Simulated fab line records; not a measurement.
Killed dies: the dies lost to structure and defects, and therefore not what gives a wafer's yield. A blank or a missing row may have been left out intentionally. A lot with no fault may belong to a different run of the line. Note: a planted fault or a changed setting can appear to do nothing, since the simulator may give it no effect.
Matching of chambers -- flow sky130 -- 4 sister chambers for SKY_VIA2_CMP_02 on cmp-02
The step polishes SiO2. 4 wafers are shown with their chamber, then 7 later ones without.

== WAFERS, EACH WITH ITS CHAMBER ==
wafer,chamber,motorCurrentA (A)
L934.2,1,11.8
L934.4,3,13.3
L935.1,0,10.6
L935.5,2,13.4

== WAFERS MISSING THEIR CHAMBER ==
wafer,motorCurrentA (A)
L935.6,12.0
L939.2,12.4
L939.3,11.1
L939.6,13.4
L940.1,14.2
L940.2,12.4
L940.4,11.1

== WHICH CHAMBER EACH ONE RAN IN ==
wafer,from the rows above,in truth
L935.6,1,1
L939.2,can't be placed: 1 or 3 or 2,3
L939.3,can't be placed: 0 or 1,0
L939.6,can't be placed: 2 or 3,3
L940.1,can't be placed: 2 or 3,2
L940.2,can't be placed: 1 or 3 or 2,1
L940.4,can't be placed: 0 or 1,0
1 of 7 placed correctly. These rows do not allow placing 6 (true chamber among the candidates in 6). Placed wrongly: 0.
How it was worked out, from the rows above alone: a wafer's distance from a chamber is the root of the sum, over the readings, of the square of ((its reading less the chamber's mean) divided by the reading's scatter). If the next closest chamber is less than 2 further off than the closest, the wafer can't be placed; otherwise it belongs to the closest. The mean given for a chamber averages the wafers shown for that chamber. The scatter (one wafer shown for each chamber): square how far every hidden wafer sits from the nearest shown wafer, average those squares and take the square root.
